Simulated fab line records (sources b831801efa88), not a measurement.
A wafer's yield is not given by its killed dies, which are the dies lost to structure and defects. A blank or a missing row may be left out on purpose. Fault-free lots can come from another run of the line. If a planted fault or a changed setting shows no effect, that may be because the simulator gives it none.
What tool caused it? | flow sky130 | 9 lots, 27 wafers sampled, at 5 steps of a route of 708

== WHAT THE GAUGES SHOWED, per wafer ==
SKY_CAPM_RS_MEAS_03: a four-point-probe measurement.
lot  | measured     | on            | CAPM_TIN_RS (ohm/sq)
L869 | day 35 15:41 | film-metro-02 | 6.94 6.91 6.97
L870 | day 36 22:53 | film-metro-01 | 6.92 6.87 6.94
L872 | day 37 13:10 | film-metro-01 | 6.94 7.00 6.88
L875 | day 38 03:38 | film-metro-01 | 6.81 6.78 6.83
L876 | day 38 07:29 | film-metro-03 | 6.98 6.96 6.96
L877 | day 38 13:07 | film-metro-02 | 6.90 6.95 6.87
L878 | day 38 19:39 | film-metro-02 | 6.81 6.91 6.95
L883 | day 40 04:51 | film-metro-01 | 6.84 6.83 16.24
L892 | day 43 04:59 | film-metro-03 | 6.92 6.87 6.90

== WHICH TOOL RAN EACH LOT (tool, then ch and the chambers of the sampled wafers, then the start) ==
lot  | SKY_VIA2_CMP_24               | SKY_METAL3_SPUTTER_00        | SKY_METAL3_SPUTTER_04        | SKY_CAPM_SPUTTER_02
L869 | cmp-01 ch 1,2,3, day 35 15:04 | pvd-sputter-01, day 35 15:19 | pvd-sputter-01, day 35 15:25 | pvd-sputter-02, day 35 15:33
L870 | cmp-02 ch 0,2, day 36 22:16   | pvd-sputter-03, day 36 22:31 | pvd-sputter-03, day 36 22:37 | pvd-sputter-01, day 36 22:44
L872 | cmp-02 ch 1,2, day 37 12:31   | pvd-sputter-02, day 37 12:49 | pvd-sputter-02, day 37 12:55 | pvd-sputter-04, day 37 13:03
L875 | cmp-02 ch 0,1,2, day 38 02:59 | pvd-sputter-02, day 38 03:17 | pvd-sputter-02, day 38 03:23 | pvd-sputter-01, day 38 03:31
L876 | cmp-01 ch 1,2, day 38 06:51   | pvd-sputter-02, day 38 07:07 | pvd-sputter-02, day 38 07:13 | pvd-sputter-04, day 38 07:21
L877 | cmp-01 ch 1,2,3, day 38 12:26 | pvd-sputter-02, day 38 12:46 | pvd-sputter-02, day 38 12:52 | pvd-sputter-01, day 38 13:00
L878 | cmp-02 ch 0,3, day 38 18:58   | pvd-sputter-03, day 38 19:16 | pvd-sputter-03, day 38 19:22 | pvd-sputter-04, day 38 19:30
L883 | cmp-01 ch 1,2, day 40 04:13   | pvd-sputter-03, day 40 04:28 | pvd-sputter-03, day 40 04:34 | pvd-sputter-04, day 40 04:42
L892 | cmp-01 ch 0,1, day 43 04:19   | pvd-sputter-02, day 43 04:37 | pvd-sputter-02, day 43 04:43 | pvd-sputter-01, day 43 04:51
- SKY_VIA2_CMP_24: polishes, stops on SiO2, t overpolish 20 s, target thk 0 nm.
- SKY_METAL3_SPUTTER_00: material Ti, target thk 15 nm, time 10 s.
- SKY_METAL3_SPUTTER_04: material TiN, target thk 70 nm, time 58.3 s.
- SKY_CAPM_SPUTTER_02: material TiN, target thk 200 nm, time 166.7 s.

== THE ANSWER, worked out from the rows above alone ==
Rule: the lots themselves supply what counts as usual. The widest of any qualifying gaps counts: lots, ordered by their means at a reading, are off when they make up no more than a third of the lots, leave a main group of 4 or more, and stand apart from it by 3 or more times the standard deviation of that group's means. Not used: any main group whose means are identical at the precision the tables above print for the reading. Also off: a lot with no number at a reading for which 4 or more lots have one. Any other lot the step has rows for is counted as sound.
Off: at SKY_CAPM_RS_MEAS_03 (CAPM_TIN_RS), L883. Mean 6.91 ohm/sq and standard deviation 0.045 in the main group.
If a tool, at a process step before that reading, ran all the lots that are off and no sound lot after the first of them, it fits. Gauges at SKY_CAPM_RS_MEAS_03: tried the same way as those tools. Can't be told from this: 3 tools fit, pvd-sputter-03 at SKY_METAL3_SPUTTER_00 and SKY_METAL3_SPUTTER_04, pvd-sputter-04 at SKY_CAPM_SPUTTER_02, film-metro-01 at SKY_CAPM_RS_MEAS_03.

== WHAT THE SIMULATOR PUT IN ==
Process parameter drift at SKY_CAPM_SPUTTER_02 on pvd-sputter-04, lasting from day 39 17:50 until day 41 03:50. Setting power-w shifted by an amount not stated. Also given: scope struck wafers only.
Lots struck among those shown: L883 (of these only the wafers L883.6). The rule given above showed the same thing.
